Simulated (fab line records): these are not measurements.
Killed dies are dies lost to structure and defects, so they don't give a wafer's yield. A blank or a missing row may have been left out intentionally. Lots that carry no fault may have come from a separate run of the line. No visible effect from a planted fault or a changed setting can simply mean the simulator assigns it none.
Code-filled problem report in 8D (eight disciplines) form + flow gf180mcu + the parts of the form that need people (team, actions taken, sign-off) are left out

1. WHAT IS WRONG
Mean of heater-power-total-W at GF_M2_PEB_12: 86.98 W across 6 wafers in 2 lots; on wafers with no fault it is 85.70 W (standard deviation 0.085). Relative to the usual mean, that is a shift of +15 standard deviations.
The step: peb time 90 s.
The first sign was on wafer L170.1 at day 23 19:05, on litho-track-03. The record has a number at this step for 39 wafers belonging to 13 lots. By rule, "out" or "out of limits" means more than 4 standard deviations away from the usual mean. All remaining wafers that have a number are taken as sound.

2. WHAT IT IS, WHAT IT ISN'T
| question                    | is                     | is not                                                                                             |
|-----------------------------|------------------------|----------------------------------------------------------------------------------------------------|
| which readings at this step | heater-power-total-W   | -                                                                                                  |
| which lots                  | L170, L171             | L160, L161, L164, L165, L169, L172, L175, L178, L179, L180, L182                                   |
| which wafers of those lots  | all that have a number | -                                                                                                  |
| read on which tools         | litho-track-03         | litho-track-01, litho-track-02                                                                     |
| when                        | from day 23 19:05      | up to then (15 sound wafers); but 18 sound wafers of L172, L175, L178, L179, L180, L182 came after |

3. WHAT RULES OUT EACH SUSPECT
Counting: any tool at a process step up to the reading is kept as a suspect provided that every lot that is out went through it and no sound lot did after the first of them.
- litho-track-03 at GF_M2_PEB_12 (peb time 90 s): ruled out as a lasting fault. The sound lots L180, L182 went through it after L170, its earliest lot that is out (day 23 19:05).
Left after counting: nothing in the record.

4. THE CAUSE (what the simulator had put in)
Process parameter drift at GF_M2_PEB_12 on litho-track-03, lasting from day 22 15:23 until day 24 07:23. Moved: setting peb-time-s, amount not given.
Counting ruled it out, wrongly.

5. THE CHAIN OF EFFECTS, in route order
Each row: a reading where the mean over the struck wafers with a number is more than 3 standard deviations away from the usual. Readings are gone through only where the record gives a usual standard deviation; hours: the median, over the lots, of the time from a lot's start at the first step in this table giving one to that lot's start at this step; sigmas: the change measured in usual standard deviations.
| hours | step         | reading              | usual   | on struck wafers | change | sigmas |
|-------|--------------|----------------------|---------|------------------|--------|--------|
| 0     | GF_M2_PEB_12 | heater-power-total-W | 85.70 W | 86.98            | +1.28  | +15    |
Here are the process steps it includes:
- GF_M2_PEB_12: peb time 90 s.

6. WHAT WOULD HAVE CAUGHT IT SOONER
28 hours passed between the start of the fault at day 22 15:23 and the first reading out of limits in this record, taken at day 23 19:05.
